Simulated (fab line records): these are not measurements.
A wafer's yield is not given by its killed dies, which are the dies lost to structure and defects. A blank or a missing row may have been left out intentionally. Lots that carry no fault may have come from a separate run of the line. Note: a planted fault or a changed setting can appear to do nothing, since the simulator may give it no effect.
Matching of chambers || flow sky130 || SKY_VIA4_CMP_02 on cmp-02 has 4 sister chambers
The step polishes SiO2. 27 wafers are shown with their chamber, then 12 later ones without.

== WAFERS, EACH WITH ITS CHAMBER ==
{"wafer": "L074.1", "chamber": 2, "motorCurrentA (A)": 12.3}
{"wafer": "L074.2", "chamber": 1, "motorCurrentA (A)": 10.4}
{"wafer": "L074.5", "chamber": 0, "motorCurrentA (A)": 11.7}
{"wafer": "L075.2", "chamber": 3, "motorCurrentA (A)": 11.5}
{"wafer": "L075.3", "chamber": 2, "motorCurrentA (A)": 12.1}
{"wafer": "L075.5", "chamber": 1, "motorCurrentA (A)": 10.1}
{"wafer": "L076.2", "chamber": 2, "motorCurrentA (A)": 12.7}
{"wafer": "L076.4", "chamber": 1, "motorCurrentA (A)": 10.5}
{"wafer": "L076.6", "chamber": 1, "motorCurrentA (A)": 9.5}
{"wafer": "L079.2", "chamber": 0, "motorCurrentA (A)": 11.5}
{"wafer": "L079.4", "chamber": 2, "motorCurrentA (A)": 12.5}
{"wafer": "L079.5", "chamber": 2, "motorCurrentA (A)": 13.4}
{"wafer": "L080.2", "chamber": 3, "motorCurrentA (A)": 11.2}
{"wafer": "L080.3", "chamber": 2, "motorCurrentA (A)": 12.8}
{"wafer": "L080.4", "chamber": 1, "motorCurrentA (A)": 10.0}
{"wafer": "L081.1", "chamber": 3, "motorCurrentA (A)": 11.0}
{"wafer": "L081.3", "chamber": 2, "motorCurrentA (A)": 12.4}
{"wafer": "L081.4", "chamber": 1, "motorCurrentA (A)": 10.2}
{"wafer": "L084.1", "chamber": 2, "motorCurrentA (A)": 12.5}
{"wafer": "L084.3", "chamber": 0, "motorCurrentA (A)": 11.2}
{"wafer": "L084.5", "chamber": 3, "motorCurrentA (A)": 11.6}
{"wafer": "L086.2", "chamber": 1, "motorCurrentA (A)": 10.0}
{"wafer": "L086.5", "chamber": 1, "motorCurrentA (A)": 10.3}
{"wafer": "L086.6", "chamber": 2, "motorCurrentA (A)": 12.9}
{"wafer": "L089.2", "chamber": 0, "motorCurrentA (A)": 11.6}
{"wafer": "L089.4", "chamber": 1, "motorCurrentA (A)": 10.0}
{"wafer": "L089.6", "chamber": 0, "motorCurrentA (A)": 11.3}

SIGNATURES (means of the wafers above)
{"reading": "motorCurrentA", "chamber 0": 11.460, "chamber 1": 10.111, "chamber 2": 12.622, "chamber 3": 11.325, "scatter within a chamber": 0.314}
Rule: for a wafer and a chamber, the distance is found by dividing, reading by reading, the gap between the wafer's reading and the chamber's mean by the reading's scatter, squaring, summing and taking the root. The wafer belongs to the nearest chamber; if the next one is less than 2 further off, it can't be placed. How the scatter is found: for the shown wafers, subtract from each reading the mean of its chamber, square and add these, divide the total by (wafers less chambers), then take the root.

== WAFERS WITH NO CHAMBER GIVEN ==
{"wafer": "L091.1", "motorCurrentA (A)": 11.4}
{"wafer": "L091.2", "motorCurrentA (A)": 10.5}
{"wafer": "L091.3", "motorCurrentA (A)": 12.0}
{"wafer": "L094.2", "motorCurrentA (A)": 10.7}
{"wafer": "L094.3", "motorCurrentA (A)": 10.6}
{"wafer": "L094.5", "motorCurrentA (A)": 10.5}
{"wafer": "L096.1", "motorCurrentA (A)": 11.1}
{"wafer": "L096.3", "motorCurrentA (A)": 10.1}
{"wafer": "L096.5", "motorCurrentA (A)": 13.2}
{"wafer": "L097.1", "motorCurrentA (A)": 10.7}
{"wafer": "L097.4", "motorCurrentA (A)": 12.4}
{"wafer": "L097.6", "motorCurrentA (A)": 10.1}

== WHICH CHAMBER EACH WENT THROUGH ==
{"wafer": "L091.1", "from the rows above": "can't be placed: 0 or 3", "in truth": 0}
{"wafer": "L091.2", "from the rows above": "can't be placed: 1 or 3 or 0", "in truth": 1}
{"wafer": "L091.3", "from the rows above": "can't be placed: 0 or 2 or 3", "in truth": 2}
{"wafer": "L094.2", "from the rows above": "can't be placed: 1 or 3 or 0", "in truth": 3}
{"wafer": "L094.3", "from the rows above": "can't be placed: 1 or 3 or 0", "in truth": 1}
{"wafer": "L094.5", "from the rows above": "can't be placed: 1 or 3 or 0", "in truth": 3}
{"wafer": "L096.1", "from the rows above": "can't be placed: 3 or 0", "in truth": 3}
{"wafer": "L096.3", "from the rows above": 1, "in truth": 1}
{"wafer": "L096.5", "from the rows above": 2, "in truth": 2}
{"wafer": "L097.1", "from the rows above": "can't be placed: 1 or 3 or 0", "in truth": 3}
{"wafer": "L097.4", "from the rows above": 2, "in truth": 2}
{"wafer": "L097.6", "from the rows above": 1, "in truth": 1}
4 of 12 placed correctly. Unplaceable from these rows: 8, with the true chamber sitting among the candidates in 8. Placed wrongly: 0.
